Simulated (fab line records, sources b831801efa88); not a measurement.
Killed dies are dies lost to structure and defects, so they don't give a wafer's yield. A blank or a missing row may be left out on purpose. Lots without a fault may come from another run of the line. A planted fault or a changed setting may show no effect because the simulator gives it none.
fab line records | flow gf180mcu | part 1 of 2: steps 1 to 33 of 42
record lots=5 wafers=15 last_day=34
route steps=602 shown M1@316 V1@335
lots that met no fault: from a run of the same line without faults
start_h: hours from the record's first day to the start of the lot's first wafer shown | wait_h: hours since the lot's step before | " the same as in the row above | L1.1+2: a row that stands for several wafers | - no value, or no start given | * or withheld: withheld | < > ~ a bound
route shown NAME@n: a module of which the file shows steps, and the number in the route of the first | usual: mean/standard deviation of fault-free wafers | same: alike in all rows | chamber/n: place in a boat | sites: the reading at each site | _std_site: their standard deviation | _edge_site: outer sites' mean less inner sites' | radius_mm: how far each site lies from the wafer's centre | mask NAME#n: copy n | behind: the tool/chamber that last shaped the wafer | hold: why the lot was held/for how many hours/how that ended | device: the transistor (n, p or np) that didn't switch | end of line: the same wafers' tests at the end of the route | a step without rows: its recipe alone | killed: dies lost to structure and defects at the first sort, not the wafer's yield | map: a wafer's dies, x killed, . not, _ none there
set.NAME: the setting as run; set.NAME@STEP: as run at that earlier step | model.NAME: the simulator's own value behind a step, which no gauge read
lots at some steps of the route; a table a step, a row a wafer
services: from which hour (start_h, from the record's first day; less than 0 if before it) a tool's chamber was out of use, for how many hours, and why
## steps
# step GF_M1_SPUTTER_01
# recipe material=TiN target_thk_nm=30 power_w=6500 time_s=25 chamber_pressure_pa=0.4
# usual throttle_valve_pct=30.1/1.3
# columns lot.wafer tool chamber start_h wait_h throttle_valve_pct
L075.3 pvd_sputter-03 - 366.93 0.1 30.2
L075.4 " - " " 32.4
L075.5 " - " " 29.8
L078.1 pvd_sputter-01 - 394.63 0.1 30.3
L078.2 " - " " 27.4
L078.4 " - " " 28.8
L080.1 pvd_sputter-01 - 412.72 0.1 29.8
L080.3 " - " " 27.1
L080.5 " - " " 29.9
L090.1 pvd_sputter-02 - 505.82 0.1 30.9
L090.2 " - " " 30.4
L090.4 " - " " 31.9
L097.1 pvd_sputter-02 - 563.80 0.1 31.8
L097.2 " - " " 28.8
L097.6 " - " " 30.2
# step GF_M1_SPUTTER_02
# recipe material=AlCu target_thk_nm=450 power_w=10600 time_s=23.9 chamber_pressure_pa=0.4
# usual throttle_valve_pct=30.1/1.3
# columns lot.wafer tool chamber start_h wait_h throttle_valve_pct
L075.3 pvd_sputter-03 - 366.96 0.0 30.0
L075.4 " - " " 32.4
L075.5 " - " " 29.9
L078.1 pvd_sputter-01 - 394.66 0.0 30.7
L078.2 " - " " 27.3
L078.4 " - " " 28.8
L080.1 pvd_sputter-01 - 412.75 0.0 30.0
L080.3 " - " " 27.4
L080.5 " - " " 30.2
L090.1 pvd_sputter-02 - 505.85 0.0 30.9
L090.2 " - " " 30.0
L090.4 " - " " 31.9
L097.1 pvd_sputter-02 - 563.83 0.0 31.7
L097.2 " - " " 29.4
L097.6 " - " " 30.4
# step GF_M1_SPUTTER_03
# recipe material=Ti target_thk_nm=10 substrate_temp_c=300 chamber_pressure_pa=0.3 power_w=3000 time_s=6.7
# usual throttle_valve_pct=30.1/1.3
# columns lot.wafer tool chamber start_h wait_h throttle_valve_pct
L075.3 pvd_sputter-03 - 366.99 0.0 30.3
L075.4 " - " " 32.5
L075.5 " - " " 29.9
L078.1 pvd_sputter-01 - 394.69 0.0 30.5
L078.2 " - " " 27.5
L078.4 " - " " 29.1
L080.1 pvd_sputter-01 - 412.78 0.0 30.0
L080.3 " - " " 27.6
L080.5 " - " " 30.1
L090.1 pvd_sputter-02 - 505.88 0.0 30.7
L090.2 " - " " 30.6
L090.4 " - " " 31.7
L097.1 pvd_sputter-02 - 563.86 0.0 31.9
L097.2 " - " " 29.3
L097.6 " - " " 30.1
# step GF_M1_SPUTTER_04
# recipe material=TiN target_thk_nm=50 power_w=6500 time_s=41.7 chamber_pressure_pa=0.4
# usual throttle_valve_pct=30.1/1.3
# columns lot.wafer tool chamber start_h wait_h throttle_valve_pct
L075.3 pvd_sputter-03 - 367.01 0.0 30.2
L075.4 " - " " 32.4
L075.5 " - " " 30.0
L078.1 pvd_sputter-01 - 394.71 0.0 30.5
L078.2 " - " " 27.3
L078.4 " - " " 28.8
L080.1 pvd_sputter-01 - 412.81 0.0 29.9
L080.3 " - " " 27.4
L080.5 " - " " 29.7
L090.1 pvd_sputter-02 - 505.90 0.0 30.9
L090.2 " - " " 30.3
L090.4 " - " " 31.7
L097.1 pvd_sputter-02 - 563.88 0.0 31.7
L097.2 " - " " 28.9
L097.6 " - " " 30.4
# step GF_M1_RS_MEAS_05
# recipe thk_meas_gauge=four-point-probe reads=TiN_of_M1_SPUTTER_04+Ti_of_M1_SPUTTER_03+AlCu_of_M1_SPUTTER_02+TiN_of_M1_SPUTTER_01+Ti_of_M1_SPUTTER_00
# usual M1_ALCU_RS=0.0694/0.00085
# columns lot.wafer tool chamber start_h wait_h M1_ALCU_RS[ohm/sq]
L075.3 film_metro-02 - 367.09 0.1 0.0707
L075.4 " - " " 0.0680
L075.5 " - " " 0.0696
L078.1 film_metro-02 - 394.75 0.0 0.0698
L078.2 " - " " 0.0698
L078.4 " - " " 0.0702
L080.1 film_metro-03 - 412.84 0.0 0.0695
L080.3 " - " " 0.0696
L080.5 " - " " 0.0691
L090.1 film_metro-02 - 505.94 0.0 0.0688
L090.2 " - " " 0.0696
L090.4 " - " " 0.0706
L097.1 film_metro-04 - 563.92 0.0 0.0696
L097.2 " - " " 0.0698
L097.6 " - " " 0.0705
# step GF_M1_THK_MEAS_06
# recipe thk_meas_gauge=xrf reads=AlCu_of_M1_SPUTTER_02
# usual M1_ALCU_THK=448/6
# columns lot.wafer tool chamber start_h wait_h M1_ALCU_THK[nm]
L075.3 film_metro-02 - 367.19 0.1 441
L075.4 " - " " 457
L075.5 " - " " 450
L078.1 film_metro-02 - 394.87 0.1 446
L078.2 " - " " 447
L078.4 " - " " 439
L080.1 film_metro-03 - 412.96 0.1 448
L080.3 " - " " 448
L080.5 " - " " 450
L090.1 film_metro-02 - 506.06 0.1 450
L090.2 " - " " 448
L090.4 " - " " 440
L097.1 film_metro-04 - 564.04 0.1 444
L097.2 " - " " 445
L097.6 " - " " 442
# step GF_M1_DEHYDRATE_07
# recipe temp_c=200 time_s=60
# columns lot.wafer tool chamber start_h wait_h
L075.3+4+5 litho_track-01 0 377.95 10.8
L078.1+2+4 litho_track-01 0 405.65 10.8
L080.1+3+5 litho_track-04 0 424.09 11.1
L090.1+2+4 litho_track-03 0 517.44 11.4
L097.1+2+6 litho_track-04 0 574.18 10.1
# step GF_M1_HMDS_08
# recipe prime_time_s=60 prime_temp_c=120
# columns lot.wafer tool chamber start_h wait_h
L075.3+4+5 litho_track-01 0 378.10 0.1
L078.1+2+4 litho_track-01 0 405.80 0.1
L080.1+3+5 litho_track-04 0 424.24 0.1
L090.1+2+4 litho_track-03 0 517.59 0.1
L097.1+2+6 litho_track-04 0 574.33 0.1
# step GF_M1_COAT_09
# recipe resist=KrF spin_rpm=withheld resist_thk_nm=1000
# columns lot.wafer tool chamber start_h wait_h
L075.3+4+5 litho_track-01 0 378.25 0.1
L078.1+2+4 litho_track-01 0 405.95 0.1
L080.1+3+5 litho_track-04 0 424.39 0.1
L090.1+2+4 litho_track-03 0 517.74 0.1
L097.1+2+6 litho_track-04 0 574.48 0.1
# step GF_M1_SOFTBAKE_10
# recipe temp_c=130 time_s=60 resist=KrF
# columns lot.wafer tool chamber start_h wait_h
L075.3+4+5 litho_track-01 0 378.40 0.1
L078.1+2+4 litho_track-01 0 406.10 0.1
L080.1+3+5 litho_track-04 0 424.54 0.1
L090.1+2+4 litho_track-03 0 517.89 0.1
L097.1+2+6 litho_track-04 0 574.63 0.1
# step GF_M1_EXPOSE_11
# recipe mask_id=Metal1 target_cd_nm=230 na=0.68 source_shape=conventional sigma_outer=0.6 dose_mj=28
# columns lot.wafer tool chamber start_h wait_h mask
L075.3+4+5 krf_scanner-01 0 - - Metal1#0
L078.1+2+4 krf_scanner-01 0 - - Metal1#0
L080.1+3+5 krf_scanner-02 0 - - Metal1#0
L090.1+2+4 krf_scanner-02 0 - - Metal1#0
L097.1+2+6 krf_scanner-02 0 - - Metal1#0
# step GF_M1_PEB_12
# recipe peb_temp_c=135 peb_time_s=90 resist=KrF
# columns lot.wafer tool chamber start_h wait_h
L075.3+4+5 litho_track-03 0 - -
L078.1+2+4 litho_track-01 0 - -
L080.1+3+5 litho_track-03 0 - -
L090.1+2+4 litho_track-03 0 - -
L097.1+2+6 litho_track-04 0 - -
# step GF_M1_DEVELOP_13
# recipe develop_time_s=60 dev_temp_c=21
# columns lot.wafer tool chamber start_h wait_h
L075.3+4+5 litho_track-03 0 389.25 0.1
L078.1+2+4 litho_track-01 0 418.00 0.2
L080.1+3+5 litho_track-03 0 436.55 0.2
L090.1+2+4 litho_track-03 0 528.94 0.2
L097.1+2+6 litho_track-04 0 584.73 0.2
# step GF_M1_CD_MEAS_14
# recipe target_cd_nm=230
# usual cd_nm=229.9/1.3
# columns lot.wafer tool chamber start_h wait_h cd_nm
L075.3 cd_sem-02 - 389.39 0.1 230.0
L075.4 " - " " 229.0
L075.5 " - " " 229.1
L078.1 cd_sem-02 - 418.15 0.1 228.3
L078.2 " - " " 228.5
L078.4 " - " " 229.5
L080.1 cd_sem-02 - 436.70 0.1 229.2
L080.3 " - " " 227.7
L080.5 " - " " 226.8
L090.1 cd_sem-01 - 529.09 0.1 230.4
L090.2 " - " " 229.7
L090.4 " - " " 230.0
L097.1 cd_sem-01 - 584.88 0.1 229.9
L097.2 " - " " 229.7
L097.6 " - " " 229.3
# step GF_M1_OVL_MEAS_15
# usual M1_OVL=0/6.6
# columns lot.wafer tool chamber start_h wait_h M1_OVL[nm]
L075.3 overlay-02 - 389.48 0.1 9
L075.4 " - " " 3
L075.5 " - " " 14
L078.1 overlay-02 - 418.27 0.1 -3
L078.2 " - " " -12
L078.4 " - " " -17
L080.1 overlay-02 - 436.82 0.1 6
L080.3 " - " " 3
L080.5 " - " " -1
L090.1 overlay-01 - 529.21 0.1 -11
L090.2 " - " " -6
L090.4 " - " " -13
L097.1 overlay-02 - 585.00 0.1 -7
L097.2 " - " " 3
L097.6 " - " " -4
# step GF_M1_METAL_ETCH_16
# recipe chemistry=Cl2/BCl3 mask_material=KrF target_depth_nm=627.5 stop_on=SiO2 pressure_mtorr=8 icp_w=800 bias_w=140 Cl2_flow_sccm=80 bcl3_flow_sccm=40 time_s=104.6
# usual bias_w=140.0/0.46 drypump_motor_current_A=5.7/0.31 oes_product_au=0.973/0.007 throttle_valve_pct=28.249/0.01
# columns lot.wafer tool chamber start_h wait_h bias_w drypump_motor_current_A oes_product_au rf_hours_counter_h throttle_valve_pct
L075.3 rie_metal-04 0 389.54 0.1 140.1 5.7 0.973 - 28.265
L075.4 " 1 " " 140.0 5.3 0.979 - 28.247
L075.5 " 1 " " 140.2 5.3 0.971 - 28.271
L078.1 rie_metal-01 0 418.31 0.0 140.1 5.8 0.972 9.6 28.250
L078.2 " 1 " " 140.2 5.9 0.970 5.9 28.262
L078.4 " 1 " " 140.9 5.8 0.974 - 28.256
L080.1 rie_metal-01 1 436.85 0.0 139.8 5.9 0.977 6.3 28.244
L080.3 " 1 " " 140.3 5.9 0.983 - 28.244
L080.5 " 0 " " 140.1 5.8 0.974 - 28.243
L090.1 rie_metal-03 0 529.25 0.0 140.7 6.3 0.982 7.5 28.238
L090.2 " 1 " " 140.2 5.6 0.982 3.2 28.244
L090.4 " 1 " " 139.7 5.6 0.963 - 28.260
L097.1 rie_metal-03 0 585.04 0.0 139.8 6.3 0.965 9.3 28.241
L097.2 " 1 " " 141.0 5.5 0.963 5.0 28.246
L097.6 " 1 " " 140.4 5.5 0.968 - 28.252
# step GF_M1_STRIP_17
# recipe chemistry=O2/N2 power_w=1400 pressure_mtorr=1500 platen_temp_c=250 o2_flow_sccm=3000 n2_flow_sccm=300 overash_fraction=0.5
# usual drypump_motor_current_A=5.6/0.57 heater_power_w=330/30 oes_product_au=0.556/0.0052 strip_time_to_endpoint_s=7.85/0.061
# columns lot.wafer tool chamber start_h wait_h drypump_motor_current_A heater_power_w oes_product_au rf_hours_counter_h strip_time_to_endpoint_s
L075.3 plasma_asher-01 1 389.65 0.1 6.0 318 0.556 - 7.85
L075.4 " 0 " " 4.7 361 0.553 - 7.75
L075.5 " 1 " " 6.0 326 0.562 - 7.76
L078.1 plasma_asher-03 1 418.42 0.1 6.4 341 0.554 85 7.95
L078.2 " 0 " " 5.5 274 0.561 85 7.88
L078.4 " 1 " " 6.4 336 0.559 - 7.88
L080.1 plasma_asher-02 1 436.96 0.1 5.7 362 0.554 35 7.89
L080.3 " 1 " " 5.7 362 0.560 - 7.87
L080.5 " 0 " " 5.3 336 0.560 - 7.85
L090.1 plasma_asher-03 0 529.36 0.1 5.5 277 0.541 11 7.76
L090.2 " 1 " " 6.4 332 0.548 11 7.78
L090.4 " 1 " " 6.4 331 0.553 - 7.79
L097.1 plasma_asher-03 1 585.15 0.1 6.4 339 0.561 18 7.92
L097.2 " 0 " " 5.5 280 0.556 18 7.83
L097.6 " 1 " " 6.4 332 0.551 - 7.87
# step GF_M1_STRIP_18
# recipe chemistry=post_etch_residue_remover time_s=1200 temp_c=72.5
# columns lot.wafer tool chamber start_h wait_h
L075.3+4+5 wet_bench-02 2 389.71 0.0
L078.1+2+4 wet_bench-02 0 418.52 0.1
L080.1+3+5 wet_bench-02 0 437.06 0.1
L090.1+2+4 wet_bench-01 2 529.46 0.1
L097.1+2+6 wet_bench-02 2 585.29 0.1
# step GF_M1_CLEAN_19
# recipe chemistry=DIW dry=n2_spin
# columns lot.wafer tool chamber start_h wait_h
L075.3+4+5 wet_bench-01 2 390.06 0.0
L078.1+2+4 wet_bench-01 0 418.90 0.0
L080.1+3+5 wet_bench-02 2 437.47 0.0
L090.1+2+4 wet_bench-04 2 529.80 0.0
L097.1+2+6 wet_bench-04 0 585.66 0.0
# step GF_V1_CVD_00
# recipe material=SiO2 target_thk_nm=600 sigma_open_frac=0.3 temp_c=400 time_s=100 sih4_flow_sccm=60 pressure_mtorr=6
# columns lot.wafer tool chamber start_h wait_h
L075.3+4+5 hdpcvd-01 1,2,1 390.16 0.0
L078.1+2+4 hdpcvd-02 0,1,0 418.99 0.0
L080.1+3+5 hdpcvd-01 1,2,0 437.58 0.0
L090.1+2+4 hdpcvd-02 1,2,2 529.91 0.0
L097.1+2+6 hdpcvd-01 1,2,2 585.76 0.0
# step GF_V1_THK_MEAS_01
# recipe reads=SiO2_of_V1_CVD_00
# usual V1_CVD_00_THK=592/7.5
# columns lot.wafer tool chamber start_h wait_h V1_CVD_00_THK[nm]
L075.3 film_metro-03 - 390.25 0.1 595
L075.4 " - " " 596
L075.5 " - " " 594
L078.1 film_metro-02 - 419.06 0.0 592
L078.2 " - " " 586
L078.4 " - " " 588
L080.1 film_metro-03 - 437.65 0.0 575
L080.3 " - " " 599
L080.5 " - " " 595
L090.1 film_metro-01 - 529.98 0.0 583
L090.2 " - " " 590
L090.4 " - " " 586
L097.1 film_metro-01 - 585.84 0.0 587
L097.2 " - " " 590
L097.6 " - " " 588
# step GF_V1_CVD_02
# recipe material=SiO2 target_thk_nm=850 precursor=TEOS temp_c=400 time_s=94.851 rf_w=600
# usual heater_power_w=672/100
# columns lot.wafer tool chamber start_h wait_h heater_power_w
L075.3 pecvd-04 2 390.29 0.0 635
L075.4 " 1 " " 518
L075.5 " 0 " " 806
L078.1 pecvd-04 1 419.12 0.1 565
L078.2 " 2 " " 504
L078.4 " 2 " " 552
L080.1 pecvd-02 0 437.71 0.1 584
L080.3 " 2 " " 761
L080.5 " 2 " " 797
L090.1 pecvd-04 0 530.04 0.1 747
L090.2 " 2 " " 583
L090.4 " 0 " " 784
L097.1 pecvd-03 2 585.90 0.1 549
L097.2 " 0 " " 773
L097.6 " 1 " " 773
# step GF_V1_THK_MEAS_03
# recipe reads=SiO2_of_V1_CVD_02
# usual V1_CVD_02_THK=852/11
# columns lot.wafer tool chamber start_h wait_h V1_CVD_02_THK[nm]
L075.3 film_metro-01 - 390.38 0.1 843
L075.4 " - " " 845
L075.5 " - " " 863
L078.1 film_metro-01 - 419.19 0.0 842
L078.2 " - " " 852
L078.4 " - " " 873
L080.1 film_metro-02 - 437.78 0.0 837
L080.3 " - " " 854
L080.5 " - " " 864
L090.1 film_metro-03 - 530.11 0.0 847
L090.2 " - " " 856
L090.4 " - " " 858
L097.1 film_metro-02 - 585.97 0.0 833
L097.2 " - " " 847
L097.6 " - " " 845
# step GF_V1_CMP_04
# recipe material=SiO2 down_force_psi=4 platen_rpm=60 pad_velocity_m_s=0.94248
# usual motor_current_A=11.8/0.94 slurry_flow_ml_min=150.0/0.47 time_to_endpoint_s=81/6.7
# columns lot.wafer tool chamber start_h wait_h motor_current_A slurry_flow_ml_min time_to_endpoint_s
L075.4 cmp-02 3 390.42 0.0 12.2 150.1 79
L075.3 " 2 " " 12.1 150.6 81
L075.5 " 0 " " 12.9 150.1 87
L078.1 cmp-02 3 419.25 0.1 12.3 149.7 77
L078.2 " 1 " " 11.0 150.6 85
L078.4 " 2 " " 11.5 149.9 88
L080.3 cmp-02 2 437.84 0.0 12.4 150.4 79
L080.1 " 0 " " 12.8 150.4 72
L080.5 " 2 " " 11.7 150.2 85
L090.1 cmp-01 0 530.17 0.1 10.0 149.4 71
L090.4 " 1 " " 12.0 149.9 77
L090.2 " 3 " " 11.7 149.7 80
L097.2 cmp-02 0 586.14 0.2 12.6 149.4 80
L097.1 " 2 " " 12.4 150.9 75
L097.6 " 1 " " 11.4 150.2 84
# step GF_V1_BOW_MEAS_05
# recipe mode=bow
# usual V1_BOW=82/7.3
# columns lot.wafer tool chamber start_h wait_h V1_BOW[um]
L075.3 film_metro-03 - 390.76 0.1 83
L075.4 " - " " 92
L075.5 " - " " 82
L078.1 film_metro-02 - 419.55 0.2 75
L078.2 " - " " 82
L078.4 " - " " 88
L080.1 film_metro-02 - 438.14 0.1 67
L080.3 " - " " 90
L080.5 " - " " 82
L090.1 film_metro-02 - 530.47 0.2 81
L090.2 " - " " 79
L090.4 " - " " 78
L097.1 film_metro-02 - 586.44 0.1 76
L097.2 " - " " 83
L097.6 " - " " 79
# step GF_V1_DEHYDRATE_06
# recipe temp_c=200 time_s=60
# columns lot.wafer tool chamber start_h wait_h
L075.3+4+5 litho_track-04 0 401.84 11.1
L078.1+2+4 litho_track-02 0 430.63 11.1
L080.1+3+5 litho_track-03 0 449.99 11.8
L090.1+2+4 litho_track-03 0 541.34 10.8
L097.1+2+6 litho_track-02 0 596.52 10.1
# step GF_V1_HMDS_07
# recipe prime_time_s=60 prime_temp_c=120
# columns lot.wafer tool chamber start_h wait_h
L075.3+4+5 litho_track-04 0 401.99 0.1
L078.1+2+4 litho_track-02 0 430.78 0.1
L080.1+3+5 litho_track-03 0 450.14 0.1
L090.1+2+4 litho_track-03 0 541.49 0.1
L097.1+2+6 litho_track-02 0 596.67 0.1
# step GF_V1_COAT_08
# recipe resist=BARC temp_c=withheld time_s=withheld spin_rpm=withheld resist_thk_nm=withheld
# columns lot.wafer tool chamber start_h wait_h
L075.3+4+5 litho_track-04 0 402.14 0.1
L078.1+2+4 litho_track-02 0 430.93 0.1
L080.1+3+5 litho_track-03 0 450.29 0.1
L090.1+2+4 litho_track-03 0 541.64 0.1
L097.1+2+6 litho_track-02 0 596.82 0.1
# step GF_V1_COAT_09
# recipe resist=KrF spin_rpm=withheld resist_thk_nm=1000
# columns lot.wafer tool chamber start_h wait_h
L075.3+4+5 litho_track-04 0 - -
L078.1+2+4 litho_track-02 0 - -
L080.1+3+5 litho_track-03 0 - -
L090.1+2+4 litho_track-03 0 - -
L097.1+2+6 litho_track-02 0 - -
# step GF_V1_SOFTBAKE_10
# recipe temp_c=130 time_s=61.46 resist=KrF
# usual plate_sensor_t_centre_C=131.02/0.01 plate_sensor_t_edge_C=131.21/0.01
# columns lot.wafer tool chamber start_h wait_h plate_sensor_t_centre_C plate_sensor_t_edge_C
L075.3 litho_track-04 0 - - 131.02 131.21
L075.4 " 0 " " 131.01 131.22
L075.5 " 0 " " 131.02 131.21
L078.1 litho_track-02 0 - - 131.02 131.22
L078.2 " 0 " " 131.03 131.22
L078.4 " 0 " " 131.02 131.21
L080.1 litho_track-03 0 - - 131.02 131.22
L080.3 " 0 " " 131.01 131.2
L080.5 " 0 " " 131.02 131.24
L090.1 litho_track-03 0 - - 131 131.2
L090.2 " 0 " " 131.02 131.2
L090.4 " 0 " " 131.01 131.23
L097.1 litho_track-02 0 - - 131 131.21
L097.2 " 0 " " 131 131.19
L097.6 " 0 " " 131.03 131.2
# step GF_V1_EXPOSE_11
# recipe mask_id=Via1 target_cd_nm=260 na=0.68 source_shape=conventional sigma_outer=0.6 dose_mj=38
# columns lot.wafer tool chamber start_h wait_h mask
L075.3+4+5 krf_scanner-01 0 - - Via1#0
L078.1+2+4 krf_scanner-01 0 - - Via1#0
L080.1+3+5 krf_scanner-01 0 - - Via1#0
L090.1+2+4 krf_scanner-02 0 - - Via1#0
L097.1+2+6 krf_scanner-02 0 - - Via1#0
# step GF_V1_PEB_12
# recipe peb_temp_c=135 peb_time_s=90 resist=KrF
# columns lot.wafer tool chamber start_h wait_h
L075.3+4+5 litho_track-03 0 - -
L078.1+2+4 litho_track-02 0 - -
L080.1+3+5 litho_track-03 0 - -
L090.1+2+4 litho_track-03 0 - -
L097.1+2+6 litho_track-02 0 - -
# step GF_V1_DEVELOP_13
# recipe develop_time_s=60 resist=KrF dev_temp_c=21
# columns lot.wafer tool chamber start_h wait_h
L075.3+4+5 litho_track-03 0 414.20 0.1
L078.1+2+4 litho_track-02 0 443.18 0.2
L080.1+3+5 litho_track-03 0 462.29 0.2
L090.1+2+4 litho_track-03 0 552.99 0.2
L097.1+2+6 litho_track-02 0 607.92 0.2
